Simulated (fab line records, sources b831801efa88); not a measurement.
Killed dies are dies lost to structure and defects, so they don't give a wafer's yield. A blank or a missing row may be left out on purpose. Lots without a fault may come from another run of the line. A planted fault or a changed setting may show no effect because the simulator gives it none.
fab line records | flow gf180mcu | part 1 of 2: steps 1 to 30 of 44
record lots=5 wafers=15 last_day=33
route steps=602 shown DUAL_GATE@148 POLY_GATE@157 HV_LDD@176
lots that met no fault: from a run of the same line without faults
start_h: hours from the record's first day to the start of the lot's first wafer shown | wait_h: hours since the lot's step before | " the same as in the row above | L1.1+2: a row that stands for several wafers | - no value, or no start given | * or withheld: withheld | < > ~ a bound
route shown NAME@n: a module of which the file shows steps, and the number in the route of the first | usual: mean/standard deviation of fault-free wafers | same: alike in all rows | chamber/n: place in a boat | sites: the reading at each site | _std_site: their standard deviation | _edge_site: outer sites' mean less inner sites' | radius_mm: how far each site lies from the wafer's centre | mask NAME#n: copy n | behind: the tool/chamber that last shaped the wafer | hold: why the lot was held/for how many hours/how that ended | device: the transistor (n, p or np) that didn't switch | end of line: the same wafers' tests at the end of the route | a step without rows: its recipe alone | killed: dies lost to structure and defects at the first sort, not the wafer's yield | map: a wafer's dies, x killed, . not, _ none there
set.NAME: the setting as run; set.NAME@STEP: as run at that earlier step | model.NAME: the simulator's own value behind a step, which no gauge read
lots at some steps of the route; a table a step, a row a wafer
services: from which hour (start_h, from the record's first day; less than 0 if before it) a tool's chamber was out of use, for how many hours, and why
## steps
# step GF_DUAL_GATE_SOFTBAKE_07
# recipe temp_c=90 time_s=60 resist=NOVOLAK
# columns lot.wafer tool chamber start_h wait_h
L075.1+2+6 litho_track-02 0 173.43 0.1
L078.2+5+6 litho_track-03 0 194.92 0.1
L081.1+2+6 litho_track-03 0 214.99 0.1
L084.1+5+6 litho_track-02 0 236.83 0.1
L093.1+3+4 litho_track-03 0 305.84 0.1
# step GF_DUAL_GATE_EXPOSE_08
# recipe mask_id=Dualgate target_cd_nm=700 na=0.6 source_shape=conventional sigma_outer=0.6 dose_mj=140
# same sigma_outer=0.6
# columns lot.wafer tool chamber start_h wait_h mask
L075.1+2+6 iline_stepper-02 0 - - Dualgate#0
L078.2+5+6 iline_stepper-02 0 - - Dualgate#0
L081.1+2+6 iline_stepper-01 0 - - Dualgate#0
L084.1+5+6 iline_stepper-01 0 - - Dualgate#0
L093.1+3+4 iline_stepper-01 0 - - Dualgate#0
# step GF_DUAL_GATE_PEB_09
# recipe temp_c=withheld time_s=* resist=NOVOLAK
# columns lot.wafer tool chamber start_h wait_h
L075.1+2+6 litho_track-02 0 - -
L078.2+5+6 litho_track-02 0 - -
L081.1+2+6 litho_track-02 0 - -
L084.1+5+6 litho_track-03 0 - -
L093.1+3+4 litho_track-02 0 - -
# step GF_DUAL_GATE_DEVELOP_10
# recipe develop_time_s=60 dev_temp_c=23
# same develop_time_s=60
# columns lot.wafer tool chamber start_h wait_h
L075.1+2+6 litho_track-02 0 181.58 0.1
L078.2+5+6 litho_track-02 0 203.21 0.1
L081.1+2+6 litho_track-02 0 224.13 0.1
L084.1+5+6 litho_track-03 0 245.79 0.1
L093.1+3+4 litho_track-02 0 315.63 0.1
# step GF_DUAL_GATE_OVL_MEAS_11
# usual DUAL_GATE_OVL=-0.3/1.4
# columns lot.wafer tool chamber start_h wait_h DUAL_GATE_OVL[nm]
L075.1 overlay-01 - 181.73 0.1 -2.7
L075.2 " - " " -2.8
L075.6 " - " " -2.1
L078.2 overlay-02 - 203.34 0.1 0.4
L078.5 " - " " -0.1
L078.6 " - " " 0.1
L081.1 overlay-02 - 224.28 0.1 1.7
L081.2 " - " " 2.9
L081.6 " - " " 2.0
L084.1 overlay-01 - 245.94 0.1 -0.8
L084.5 " - " " 0.2
L084.6 " - " " -1.8
L093.1 overlay-02 - 315.78 0.1 -1.6
L093.3 " - " " -1.1
L093.4 " - " " -0.6
# step GF_DUAL_GATE_WET_ETCH_12
# recipe chemistry=dHF target_depth_nm=13 dry=n2_spin target=SiO2 temp_c=25 dilution=100:1 time_s=260
# usual temp_c=25.00/0.11
# columns lot.wafer tool chamber start_h wait_h temp_c
L075.1 wet_bench-03 3 181.77 0.0 25.04
L075.2 " 3 " " 25.01
L075.6 " 3 " " 25.00
L078.2 wet_bench-01 2 203.37 0.0 25.20
L078.5 " 2 " " 25.10
L078.6 " 2 " " 25.00
L081.1 wet_bench-01 3 224.32 0.0 24.91
L081.2 " 3 " " 25.03
L081.6 " 3 " " 25.22
L084.1 wet_bench-03 2 245.98 0.0 25.05
L084.5 " 2 " " 25.18
L084.6 " 2 " " 24.98
L093.1 wet_bench-01 2 315.82 0.0 24.89
L093.3 " 2 " " 24.95
L093.4 " 2 " " 24.87
# step GF_DUAL_GATE_STRIP_13
# recipe chemistry=O2/N2 power_w=1400 pressure_mtorr=1500 platen_temp_c=250 o2_flow_sccm=3000 n2_flow_sccm=300 overash_fraction=0.5
# usual drypump_motor_current_A=5.6/0.52 heater_power_w=293/12 oes_product_au=0.716/0.0048 strip_time_to_endpoint_s=12.62/0.033
# columns lot.wafer tool chamber start_h wait_h drypump_motor_current_A heater_power_w oes_product_au rf_hours_counter_h strip_time_to_endpoint_s
L075.1 plasma_asher-02 1 181.85 0.0 5.5 295 0.714 6 12.62
L075.2 " 0 " " 6.2 303 0.715 6 12.65
L075.6 " 0 " " 6.2 311 0.714 - 12.64
L078.2 plasma_asher-01 0 203.45 0.0 5.6 266 0.708 55 12.64
L078.5 " 1 " " 4.9 294 0.720 - 12.62
L078.6 " 0 " " 5.6 276 0.726 - 12.63
L081.1 plasma_asher-02 0 224.41 0.0 6.3 306 0.721 10 12.59
L081.2 " 1 " " 5.5 294 0.722 10 12.61
L081.6 " 1 " " 5.5 293 0.713 - 12.58
L084.1 plasma_asher-01 0 246.06 0.0 5.5 278 0.715 60 12.62
L084.5 " 1 " " 4.9 299 0.718 - 12.59
L084.6 " 0 " " 5.5 283 0.714 - 12.57
L093.1 plasma_asher-01 1 315.90 0.0 4.9 294 0.707 66 12.59
L093.3 " 1 " " 4.9 294 0.717 - 12.65
L093.4 " 0 " " 5.6 280 0.713 - 12.61
# step GF_DUAL_GATE_CLEAN_14
# recipe chemistry=SC1/SC2 mix=1:4:20 temp_c=70 time_s=150 dry=n2_spin
# usual temp_c=69.97/0.12
# columns lot.wafer tool chamber start_h wait_h temp_c
L075.1 wet_bench-01 3 181.95 0.1 70.03
L075.2 " 3 " " 70.13
L075.6 " 3 " " 69.94
L078.2 wet_bench-03 2 203.55 0.1 70.02
L078.5 " 2 " " 70.02
L078.6 " 2 " " 70.17
L081.1 wet_bench-04 1 224.51 0.1 69.93
L081.2 " 1 " " 70.18
L081.6 " 1 " " 70.00
L084.1 wet_bench-04 3 246.16 0.1 70.20
L084.5 " 3 " " 70.03
L084.6 " 3 " " 70.09
L093.1 wet_bench-03 0 316.00 0.1 70.10
L093.3 " 0 " " 70.03
L093.4 " 0 " " 70.00
# step GF_DUAL_GATE_OXIDATION_15
# recipe temp_c=850 ambient=O2 stabilise_s=600 purge_s=300 target_thk_a=70.98 ox_time_s=1995
# usual ox_temp_c_max=855.5/1.9 zone_power_top_pct=34.8/1
# columns lot.wafer tool chamber start_h wait_h ox_temp_c_max zone_power_top_pct
L075.1 furnace-01 0 182.48 0.5 854.0 35.7
L075.2 " 0 " " 854.0 35.6
L075.6 " 0 " " 853.9 35.5
L078.2 furnace-02 0 203.60 0.0 856.8 33.5
L078.5 " 0 " " 857.3 34.2
L078.6 " 0 " " 855.7 34.3
L081.1 furnace-02 0 224.56 0.0 856.5 34.1
L081.2 " 0 " " 856.8 34.8
L081.6 " 0 " " 858.4 34.2
L084.1 furnace-02 0 246.93 0.7 858.4 34.4
L084.5 " 0 " " 855.5 34.0
L084.6 " 0 " " 856.2 33.5
L093.1 furnace-01 0 316.51 0.5 853.4 36.2
L093.3 " 0 " " 853.4 35.8
L093.4 " 0 " " 853.4 36.5
# step GF_POLY_GATE_CVD_00
# recipe material=poly-Si target_thk_nm=200 temp_c=620 time_s=1200 pressure_mtorr=200
# usual zone_power_top_pct=19.5/1
# columns lot.wafer tool chamber start_h wait_h zone_power_top_pct
L075.1 lpcvd-01 0 184.03 0.0 19.3
L075.2 " 0 " " 19.7
L075.6 " 0 " " 19.3
L078.2 lpcvd-02 1 205.15 0.0 20.9
L078.5 " 1 " " 21.0
L078.6 " 1 " " 20.8
L081.1 lpcvd-01 1 226.11 0.0 19.4
L081.2 " 1 " " 19.0
L081.6 " 1 " " 19.2
L084.1 lpcvd-02 0 248.56 0.1 18.3
L084.5 " 0 " " 17.9
L084.6 " 0 " " 18.5
L093.1 lpcvd-02 0 318.07 0.0 18.2
L093.3 " 0 " " 18.1
L093.4 " 0 " " 18.0
# step GF_POLY_GATE_THK_MEAS_01
# recipe reads=poly-Si_of_POLY_GATE_CVD_00
# usual POLY_GATE_CVD_00_THK=200.1/2.1
# columns lot.wafer tool chamber start_h wait_h POLY_GATE_CVD_00_THK[nm]
L075.1 film_metro-02 - 185.36 0.0 200.4
L075.2 " - " " 200.1
L075.6 " - " " 200.8
L078.2 film_metro-04 - 206.50 0.0 204.1
L078.5 " - " " 202.9
L078.6 " - " " 204.5
L081.1 film_metro-02 - 227.44 0.0 200.2
L081.2 " - " " 199.0
L081.6 " - " " 201.1
L084.1 film_metro-02 - 249.89 0.0 200.3
L084.5 " - " " 199.9
L084.6 " - " " 202.6
L093.1 film_metro-04 - 319.40 0.0 200.6
L093.3 " - " " 201.4
L093.4 " - " " 201.2
# step GF_POLY_GATE_DEHYDRATE_02
# recipe temp_c=200 time_s=60
# columns lot.wafer tool chamber start_h wait_h
L075.1+2+6 litho_track-04 0 193.57 8.2
L078.2+5+6 litho_track-04 0 214.69 8.2
L081.1+2+6 litho_track-01 0 235.62 8.2
L084.1+5+6 litho_track-04 0 258.87 9.0
L093.1+3+4 litho_track-02 0 328.98 9.6
# step GF_POLY_GATE_HMDS_03
# recipe prime_time_s=60 prime_temp_c=120
# columns lot.wafer tool chamber start_h wait_h
L075.1+2+6 litho_track-04 0 193.72 0.1
L078.2+5+6 litho_track-04 0 214.84 0.1
L081.1+2+6 litho_track-01 0 235.77 0.1
L084.1+5+6 litho_track-04 0 259.02 0.1
L093.1+3+4 litho_track-02 0 329.13 0.1
# step GF_POLY_GATE_COAT_04
# recipe resist=BARC temp_c=withheld time_s=withheld spin_rpm=withheld resist_thk_nm=withheld
# columns lot.wafer tool chamber start_h wait_h
L075.1+2+6 litho_track-04 0 193.87 0.1
L078.2+5+6 litho_track-04 0 214.99 0.1
L081.1+2+6 litho_track-01 0 235.92 0.1
L084.1+5+6 litho_track-04 0 259.17 0.1
L093.1+3+4 litho_track-02 0 329.28 0.1
# step GF_POLY_GATE_COAT_05
# recipe resist=KrF spin_rpm=withheld resist_thk_nm=700
# columns lot.wafer tool chamber start_h wait_h
L075.1+2+6 litho_track-04 0 - -
L078.2+5+6 litho_track-04 0 - -
L081.1+2+6 litho_track-01 0 - -
L084.1+5+6 litho_track-04 0 - -
L093.1+3+4 litho_track-02 0 - -
# step GF_POLY_GATE_SOFTBAKE_06
# recipe temp_c=130 time_s=60 resist=KrF
# columns lot.wafer tool chamber start_h wait_h
L075.1+2+6 litho_track-04 0 - -
L078.2+5+6 litho_track-04 0 - -
L081.1+2+6 litho_track-01 0 - -
L084.1+5+6 litho_track-04 0 - -
L093.1+3+4 litho_track-02 0 - -
# step GF_POLY_GATE_EXPOSE_07
# recipe mask_id=Poly2 target_cd_nm=280 na=0.68 source_shape=conventional sigma_outer=0.6 dose_mj=28
# same sigma_outer=0.6
# columns lot.wafer tool chamber start_h wait_h mask
L075.1+2+6 krf_scanner-02 0 - - Poly2#0
L078.2+5+6 krf_scanner-01 0 - - Poly2#0
L081.1+2+6 krf_scanner-02 0 - - Poly2#0
L084.1+5+6 krf_scanner-01 0 - - Poly2#0
L093.1+3+4 krf_scanner-01 0 - - Poly2#0
# step GF_POLY_GATE_PEB_08
# recipe peb_temp_c=135 peb_time_s=90 resist=KrF
# columns lot.wafer tool chamber start_h wait_h
L075.1+2+6 litho_track-02 0 - -
L078.2+5+6 litho_track-04 0 - -
L081.1+2+6 litho_track-04 0 - -
L084.1+5+6 litho_track-04 0 - -
L093.1+3+4 litho_track-04 0 - -
# step GF_POLY_GATE_DEVELOP_09
# recipe develop_time_s=60 resist=KrF dev_temp_c=21
# same develop_time_s=60
# columns lot.wafer tool chamber start_h wait_h
L075.1+2+6 litho_track-02 0 202.58 0.2
L078.2+5+6 litho_track-04 0 224.44 0.2
L081.1+2+6 litho_track-04 0 245.02 0.2
L084.1+5+6 litho_track-04 0 268.86 0.2
L093.1+3+4 litho_track-04 0 340.11 0.2
# step GF_POLY_GATE_CD_MEAS_10
# recipe target_cd_nm=280
# usual cd_nm=280.0/0.92
# columns lot.wafer tool chamber start_h wait_h cd_nm
L075.1 cd_sem-01 - 202.73 0.1 278.5
L075.2 " - " " 279.1
L075.6 " - " " 278.1
L078.2 cd_sem-02 - 224.59 0.1 278.7
L078.5 " - " " 278.8
L078.6 " - " " 279.0
L081.1 cd_sem-01 - 245.17 0.1 280.6
L081.2 " - " " 281.3
L081.6 " - " " 281.9
L084.1 cd_sem-02 - 269.01 0.1 280.8
L084.5 " - " " 280.9
L084.6 " - " " 279.7
L093.1 cd_sem-01 - 340.26 0.1 280.1
L093.3 " - " " 278.2
L093.4 " - " " 279.6
# step GF_POLY_GATE_OVL_MEAS_11
# usual POLY_GATE_OVL=1/5.1
# columns lot.wafer tool chamber start_h wait_h POLY_GATE_OVL[nm]
L075.1 overlay-02 - 202.85 0.1 0
L075.2 " - " " 2
L075.6 " - " " 2
L078.2 overlay-02 - 224.69 0.1 -8
L078.5 " - " " -8
L078.6 " - " " -6
L081.1 overlay-01 - 245.29 0.1 5
L081.2 " - " " -5
L081.6 " - " " -5
L084.1 overlay-02 - 269.13 0.1 -4
L084.5 " - " " -7
L084.6 " - " " -3
L093.1 overlay-01 - 340.38 0.1 6
L093.3 " - " " 5
L093.4 " - " " 1
# step GF_POLY_GATE_ETCH_12
# recipe chemistry=N2/H2 target_depth_a=withheld overetch_a=withheld time_s=withheld target=BARC ion_energy_ev=200 source_w=500 bias_w=100 pressure_mtorr=30 n2_flow_sccm=100 h2_flow_sccm=200
# usual drypump_motor_current_A=5.8/0.3 h2_flow_sccm=200.0/0.53 oes_product_au=0.735/0.0043 throttle_valve_pct=13.216/0.0092
# columns lot.wafer tool chamber start_h wait_h drypump_motor_current_A h2_flow_sccm oes_product_au throttle_valve_pct
L075.1 rie_diel-02 2 202.89 0.0 5.8 200.0 0.742 13.214
L075.2 " 3 " " 5.6 200.5 0.734 13.207
L075.6 " 2 " " 5.8 199.9 0.731 13.221
L078.2 rie_diel-04 0 224.72 0.0 5.1 199.3 0.735 13.225
L078.5 " 2 " " 5.5 201.0 0.731 13.204
L078.6 " 3 " " 6.0 200.2 0.735 13.228
L081.1 rie_diel-03 2 245.32 0.0 6.3 200.4 0.740 13.223
L081.2 " 3 " " 5.6 199.7 0.742 13.222
L081.6 " 3 " " 5.6 200.0 0.740 13.232
L084.1 rie_diel-04 3 269.17 0.0 5.9 199.4 0.733 13.197
L084.5 " 3 " " 6.0 199.6 0.734 13.207
L084.6 " 2 " " 5.5 200.3 0.738 13.204
L093.1 rie_diel-03 3 340.42 0.0 5.6 199.1 0.737 13.201
L093.3 " 1 " " 5.8 200.2 0.729 13.213
L093.4 " 0 " " 5.8 199.6 0.744 13.219
# step GF_POLY_GATE_ETCH_13
# recipe target=poly-Si target_depth_nm=198.5 stop_on=SiO2 over_etch_frac=0.403 chemistry=HBr/Cl2 icp_w=400 bias_w=100 pressure_mtorr=10 HBr_flow_sccm=150 Cl2_flow_sccm=50 time_s=69.6
# usual drypump_motor_current_A=5.8/0.49 oes_product_au=0.987/0.0082 throttle_valve_pct=33.684/0.0084
# columns lot.wafer tool chamber start_h wait_h drypump_motor_current_A oes_product_au rf_hours_counter_h throttle_valve_pct
L075.1 rie_si-02 1 202.94 - 6.0 0.997 9 33.674
L075.2 " 0 " " 6.3 0.979 7 33.682
L075.6 " 0 " " 6.3 1.000 - 33.693
L078.2 rie_si-01 0 224.77 - 5.8 1.003 34 33.676
L078.5 " 1 " " 4.9 0.993 - 33.673
L078.6 " 2 " " 5.7 0.996 - 33.679
L081.1 rie_si-02 0 245.37 - 6.3 0.981 7 33.694
L081.2 " 3 " " 5.5 0.976 58 33.692
L081.6 " 0 " " 6.3 0.977 - 33.696
L084.1 rie_si-02 3 269.22 - 5.5 0.974 58 33.699
L084.5 " 3 " " 5.5 0.985 - 33.694
L084.6 " 2 " " 5.3 0.993 - 33.686
L093.1 rie_si-01 3 340.47 - 6.5 0.997 7 33.684
L093.3 " 0 " " 5.8 0.983 35 33.679
L093.4 " 2 " " 5.6 0.989 - 33.675
# step GF_POLY_GATE_STRIP_14
# recipe chemistry=O2/N2 power_w=1400 pressure_mtorr=1500 platen_temp_c=250 o2_flow_sccm=3000 n2_flow_sccm=300 overash_fraction=0.5
# usual drypump_motor_current_A=5.7/0.58 heater_power_w=319/56 oes_product_au=0.505/0.0045
# columns lot.wafer tool chamber start_h wait_h drypump_motor_current_A heater_power_w oes_product_au rf_hours_counter_h
L075.1 plasma_asher-03 0 202.99 0.0 5.9 443 0.504 59
L075.2 " 1 " " 6.5 333 0.508 59
L075.6 " 1 " " 6.5 331 0.508 -
L078.2 plasma_asher-01 1 224.83 0.0 4.9 294 0.510 57
L078.5 " 1 " " 4.9 295 0.508 -
L078.6 " 0 " " 5.6 273 0.511 -
L081.1 plasma_asher-04 0 245.43 0.0 6.5 298 0.510 41
L081.2 " 1 " " 5.4 291 0.511 41
L081.6 " 1 " " 5.4 287 0.505 -
L084.1 plasma_asher-03 1 269.28 0.0 6.5 332 0.505 66
L084.5 " 0 " " 6.0 436 0.504 -
L084.6 " 1 " " 6.5 332 0.505 -
L093.1 plasma_asher-03 1 340.53 0.0 6.5 332 0.501 73
L093.3 " 1 " " 6.5 334 0.500 -
L093.4 " 0 " " 6.0 441 0.503 -
# step GF_POLY_GATE_CLEAN_15
# recipe chemistry=SC1/SC2 mix=1:4:20 temp_c=70 time_s=150 dry=n2_spin
# usual temp_c=69.99/0.12
# columns lot.wafer tool chamber start_h wait_h temp_c
L075.1 wet_bench-04 2 203.09 0.1 70.11
L075.2 " 2 " " 69.92
L075.6 " 2 " " 70.12
L078.2 wet_bench-02 1 224.93 0.1 69.98
L078.5 " 1 " " 70.14
L078.6 " 1 " " 70.11
L081.1 wet_bench-04 2 245.53 0.1 69.78
L081.2 " 2 " " 69.82
L081.6 " 2 " " 69.79
L084.1 wet_bench-01 3 269.38 0.1 70.06
L084.5 " 3 " " 70.26
L084.6 " 3 " " 70.00
L093.1 wet_bench-01 0 340.63 0.1 70.14
L093.3 " 0 " " 70.02
L093.4 " 0 " " 70.02
# step GF_POLY_GATE_OXIDATION_16
# recipe temp_c=850 ambient=O2 stabilise_s=600 purge_s=300 target_thk_a=40 ox_time_s=899
# usual ox_temp_c_max=855.1/2 zone_power_top_pct=35.2/1.1
# columns lot.wafer tool chamber start_h wait_h ox_temp_c_max zone_power_top_pct
L075.1 furnace-01 0 203.14 0.0 853.4 36.2
L075.2 " 0 " " 854.0 35.8
L075.6 " 0 " " 854.0 36.3
L078.2 furnace-01 0 225.48 0.5 852.6 35.7
L078.5 " 0 " " 854.0 36.5
L078.6 " 0 " " 854.2 36.1
L081.1 furnace-01 0 246.51 0.9 852.5 35.8
L081.2 " 0 " " 852.2 36.3
L081.6 " 0 " " 852.1 36.7
L084.1 furnace-01 0 269.43 0.0 852.8 36.0
L084.5 " 0 " " 853.4 36.3
L084.6 " 0 " " 853.1 35.8
L093.1 furnace-02 0 342.46 1.8 856.2 34.1
L093.3 " 0 " " 856.4 34.6
L093.4 " 0 " " 856.3 33.9
# step GF_POLY_GATE_THK_MEAS_17
# recipe reads=SiO2_of_POLY_GATE_OXIDATION_16
# usual POLY_GATE_OXIDATION_THK=4.00/0.07
# columns lot.wafer tool chamber start_h wait_h POLY_GATE_OXIDATION_THK[nm]
L075.1 film_metro-01 - 204.39 0.0 3.97
L075.2 " - " " 4.03
L075.6 " - " " 3.96
L078.2 film_metro-02 - 226.74 0.0 4.04
L078.5 " - " " 3.94
L078.6 " - " " 4.02
L081.1 film_metro-04 - 247.76 0.0 4.17
L081.2 " - " " 4.09
L081.6 " - " " 4.07
L084.1 film_metro-02 - 270.68 0.0 4.02
L084.5 " - " " 4.00
L084.6 " - " " 4.03
L093.1 film_metro-02 - 343.71 0.0 3.93
L093.3 " - " " 3.98
L093.4 " - " " 3.91
# step GF_POLY_GATE_CD_MEAS_18
# usual cd_nm=280.2/1.3
# columns lot.wafer tool chamber start_h wait_h cd_nm
L075.1 cd_sem-02 - 204.45 0.1 276.6
L075.2 " - " " 279.2
L075.6 " - " " 278.0
L078.2 cd_sem-01 - 226.82 0.1 278.9
L078.5 " - " " 279.1
L078.6 " - " " 279.0
L081.1 cd_sem-02 - 247.82 0.1 280.4
L081.2 " - " " 281.7
L081.6 " - " " 283.3
L084.1 cd_sem-01 - 270.74 0.1 281.6
L084.5 " - " " 281.8
L084.6 " - " " 278.6
L093.1 cd_sem-02 - 343.77 0.1 282.2
L093.3 " - " " 279.1
L093.4 " - " " 279.0
# step GF_HV_LDD_DEHYDRATE_00
# recipe temp_c=200 time_s=60
# columns lot.wafer tool chamber start_h wait_h
L075.1+2+6 litho_track-03 0 212.69 8.2
L078.2+5+6 litho_track-03 0 234.92 8.1
L081.1+2+6 litho_track-01 0 256.37 8.5
L084.1+5+6 litho_track-01 0 280.02 9.3
L093.1+3+4 litho_track-01 0 353.97 10.2
# step GF_HV_LDD_HMDS_01
# recipe prime_time_s=60 prime_temp_c=120
# columns lot.wafer tool chamber start_h wait_h
L075.1+2+6 litho_track-03 0 212.84 0.1
L078.2+5+6 litho_track-03 0 235.07 0.1
L081.1+2+6 litho_track-01 0 256.52 0.1
L084.1+5+6 litho_track-01 0 280.17 0.1
L093.1+3+4 litho_track-01 0 354.12 0.1
